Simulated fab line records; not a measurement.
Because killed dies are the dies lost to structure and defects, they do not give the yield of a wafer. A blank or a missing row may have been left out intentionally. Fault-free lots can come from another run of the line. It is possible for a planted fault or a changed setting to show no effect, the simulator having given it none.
2 desks, one fault :: flow gf180mcu :: only its own numbers are on each desk; what lay behind them is given at the end

## TOOL OWNER'S DESK, lpcvd-02
The tool's own readings at GF_HV_LDD_CVD_56 (deposits Si3N4 from DCS/NH3, target thk 90 nm, time 1543 s): means of the sampled wafers that have a number, for each lot that ran on this tool. Any lot whose mean is over 4 standard deviations away from the usual mean is out of limits and marked OUT; that distance is given in the brackets.
Columns: A = spike_tc_lower_C at GF_HV_LDD_CVD_56, usual 770.0 C; B = spike_tc_upper_C at GF_HV_LDD_CVD_56, usual 770.4 C; C = zone_power_lower_pct at GF_HV_LDD_CVD_56, usual 13.9 %
lot: L980
first seen here: day 13 18:33
A: 770.7
B: 771.3
C: 17.2

lot: L986
first seen here: day 15 17:15
A: 770.7
B: 770.9
C: 17.3

lot: L990
first seen here: day 17 04:55
A: 769.3
B: 772.6
C: 12.9

lot: L991
first seen here: day 17 10:11
A: 768.2
B: 770.7
C: 12.8
Finding of this desk: none of the 4 lots has anything out of limits.

## THE METROLOGY DESK
Means of the sampled wafers that have a number, per lot and without regard to the tool the lot ran on: this is what the gauges read. Any lot whose mean is over 4 standard deviations away from the usual mean is out of limits and marked OUT; that distance is given in the brackets.
Columns: A = HV_LDD_CVD_56_THK at GF_HV_LDD_THK_MEAS_57, usual 90.1 nm; B = NSD_OVL at GF_NSD_OVL_MEAS_08, usual 0.9 nm
lot: L979
first seen here: day 13 09:35
A: 90.3
B: 0.3

lot: L980
first seen here: day 13 19:59
A: 90.3
B: 0.5

lot: L983
first seen here: day 14 20:49
A: 90.0
B: 1.2

lot: L986
first seen here: day 15 18:40
A: 90.0
B: 2.4

lot: L988
first seen here: day 16 07:20
A: 90.5
B: 1.8

lot: L990
first seen here: day 17 06:20
A: 114.6 (+35) OUT
B: 2.0

lot: L991
first seen here: day 17 11:38
A: 115.5 (+36) OUT
B: 0.6

lot: L992
first seen here: day 17 17:05
A: 90.1
B: 1.2

lot: L997
first seen here: day 19 17:04
A: 89.5
B: 0.1

lot: L998
first seen here: day 20 03:38
A: 88.8
B: 0.6

lot: L999
first seen here: day 20 05:53
A: 90.9
B: 1.5
Per this desk, out of limits: L990, L991; the first was L990, day 17 06:20 (HV_LDD_CVD_56_THK at GF_HV_LDD_THK_MEAS_57). L979, L980, L983, L986, L988, L992, L997, L998, L999: within limits.

## TAKEN TOGETHER
Metrology desk: alarm possible at day 17 06:20 on L990, L991.
The tool owner's desk saw nothing out of limits.
Tool owner's desk: L990, L991 on record, inside its limits.
GF_HV_LDD_CVD_56 was run on lpcvd-02 by each of the lots named.

## WHAT WAS PUT IN BY THE SIMULATOR
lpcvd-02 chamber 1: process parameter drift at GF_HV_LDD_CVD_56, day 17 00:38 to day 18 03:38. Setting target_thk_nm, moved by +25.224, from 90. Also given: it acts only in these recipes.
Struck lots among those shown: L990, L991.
Delay in hours, fault start to first out-of-limits reading, per desk: metrology desk 6.
